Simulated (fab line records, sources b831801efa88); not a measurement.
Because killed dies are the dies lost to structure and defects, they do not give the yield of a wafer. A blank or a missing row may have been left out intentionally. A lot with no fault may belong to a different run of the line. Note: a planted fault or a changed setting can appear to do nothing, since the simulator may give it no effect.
A lot that was struck, set against a sound lot | flow sky130 | 17 steps out of a route of 708
Sound: these wafers, L982.2, L982.4, L982.5. Struck: wafer L994.4 (left out: L994.1, a lot-mate that was not struck); the cause follows at the end.
Each step with rows lists, per side, the tool, then ch with its chambers, then its first start. Under that, the readings that differ: sound wafers | struck wafers | difference of the means | sigmas: that difference in standard deviations of wafers without a fault.
alike: readings with means less than 2 such deviations apart, plus words and numbers identical on both sides. not compared: withheld readings, readings lacking a value on some wafer, bounds such as >300 that could conceal the same value, and numbers that have no deviation in the record and whose values overlap.
A row with sigmas, a row that says differs or no value, or rows on one side alone: a step with any of these is where the two part. Non-overlapping numbers with no deviation appear without sigmas and do not part them. A reading missing from all wafers of one side parts the sides only when that side holds two or more wafers.

first, 2 steps without rows for these wafers: SKY_LOCAL_INTERCONNECT_PEB_09; SKY_LOCAL_INTERCONNECT_DEVELOP_10 (develop time 60 s).
SKY_LOCAL_INTERCONNECT_CD_MEAS_11: target cd 170 nm.
  sound: cd_sem-02 at day 31 03:17; struck: cd_sem-01 at day 35 02:58
  alike: cd_nm
SKY_LOCAL_INTERCONNECT_OVL_MEAS_12:
  sound: overlay-01 at day 31 03:23; struck: overlay-01 at day 35 03:05
  alike: LOCAL_INTERCONNECT_OVL
SKY_LOCAL_INTERCONNECT_ETCH_13: etches BARC in N2/H2, stops on SiO2, time 45.9 s, target depth 60 nm.
  sound on rie_metal-03 ch 0,1, day 31 03:25; struck on rie_metal-03 ch 0, day 35 03:07
  alike: drypump_motor_current_A, oes_product_au, throttle_valve_pct
  not compared: rf_hours_counter_h
SKY_LOCAL_INTERCONNECT_METAL_ETCH_14: etches TiN in Cl2/BCl3, stops on PSG, target depth 110 nm, time 31.4 s.
  sound on rie_metal-03 ch 0,1, day 31 03:29; struck on rie_metal-03 ch 0, day 35 03:11
  alike: drypump_motor_current_A, mfc_cl2_sccm, oes_product_au, throttle_valve_pct
  not compared: rf_hours_counter_h
SKY_LOCAL_INTERCONNECT_STRIP_15: strips in O2/N2.
  sound on plasma_asher-03 ch 0, day 31 03:32; struck on plasma_asher-03 ch 0, day 35 03:14
  alike: drypump_motor_current_A, oes_product_au, strip_time_to_endpoint_s
  not compared: rf_hours_counter_h
then, 3 steps without rows for these wafers: SKY_LOCAL_INTERCONNECT_STRIP_16 (strips in post etch residue remover, time 1200 s); SKY_LOCAL_INTERCONNECT_CLEAN_17 (cleans in IPA, time 180 s); SKY_LOCAL_INTERCONNECT_CLEAN_18 (cleans in O3/DIW).
SKY_CONTACT_CVD_00: deposits Si3N4, target thk 75 nm.
  sound on pecvd-01 ch 0,1,2, day 31 04:10; struck on pecvd-03 ch 2, day 35 03:52
  reading                  | sound       | struck | difference | sigmas
  heater_power_outer_w (W) | 319 334 415 | 576    | +220       | +3
  heater_power_w (W)       | 547 607 762 | 1012   | +373       | +3
SKY_CONTACT_THK_MEAS_01:
  sound: film_metro-04 at day 31 04:13; struck: film_metro-01 at day 35 03:54
  alike: CONTACT_CVD_00_THK
SKY_CONTACT_HDPCVD_02: deposits SiO2, target thk 565 nm, time 94.2 s.
  sound on hdpcvd-02 ch 0,1, day 31 04:16; struck on hdpcvd-01 ch 2, day 35 03:58
  reading                                     | sound             | struck | difference | sigmas
  run_length_s (s)                            | 121.7 122.0 121.7 | 97.3   | -24.5      | -54
  model.SiO2_of_CONTACT_HDPCVD_02.thk_nm (nm) | 562.3 564.7 561.6 | 411.1  | -151.8     |
SKY_CONTACT_THK_MEAS_03:
  sound: film_metro-01 at day 31 04:20; struck: film_metro-02 at day 35 04:17
  reading                 | sound       | struck | difference | sigmas
  CONTACT_HDPCVD_THK (nm) | 563 564 561 | 411    | -152       | -17
  not compared: hold
SKY_CONTACT_CMP_04: polishes SiO2.
  sound on cmp-01 ch 0,1, day 31 04:23; struck on cmp-02 ch 2, day 35 11:16
  reading                    | sound             | struck                   | difference                   | sigmas
  hold                       | - - -             | await_dispo/6.9h/release | no value on the sound wafers |
  slurry_filter_dp_kPa (kPa) | 13.50 13.59 13.59 | 13.23                    | -0.33                        | -2
  time_to_endpoint_s (s)     | 85 85 86          | 29                       | -56                          | -10
  alike: edge_zone_pressure_frac, motor_current_A
SKY_CONTACT_BOW_MEAS_05:
  sound: film_metro-04 at day 31 04:43; struck: film_metro-02 at day 35 11:34
  alike: CONTACT_BOW
-- the record jumps here: 14 days lie between the struck wafers' starts before and after (it left off in module CONTACT and takes up again in module PAD_OPEN, whose first step shown is number 708 of the route) --
SKY_PAD_OPEN_PROBE_99:
  sound: prober-02 at day 46 09:56; struck: prober-02 at day 49 10:46
  reading                               | sound                | struck                   | difference                   | sigmas
  hold                                  | - - -                | await_dispo/3.8h/release | no value on the sound wafers |
  model.etest.met1_comb.leak_log10_a_um | -11.99 -11.92 -11.96 | -11.87                   | +0.09                        |
  alike: killed_at_M0_to_M3, killed_at_M4_up, killed_at_contacts, killed_at_front_end, killed_at_other, killed_dies, killed_open, killed_short

## WHERE THEY PART
Earliest at SKY_CONTACT_CVD_00; latest, in this record, at SKY_PAD_OPEN_PROBE_99.

WHY: the cause the simulator had injected
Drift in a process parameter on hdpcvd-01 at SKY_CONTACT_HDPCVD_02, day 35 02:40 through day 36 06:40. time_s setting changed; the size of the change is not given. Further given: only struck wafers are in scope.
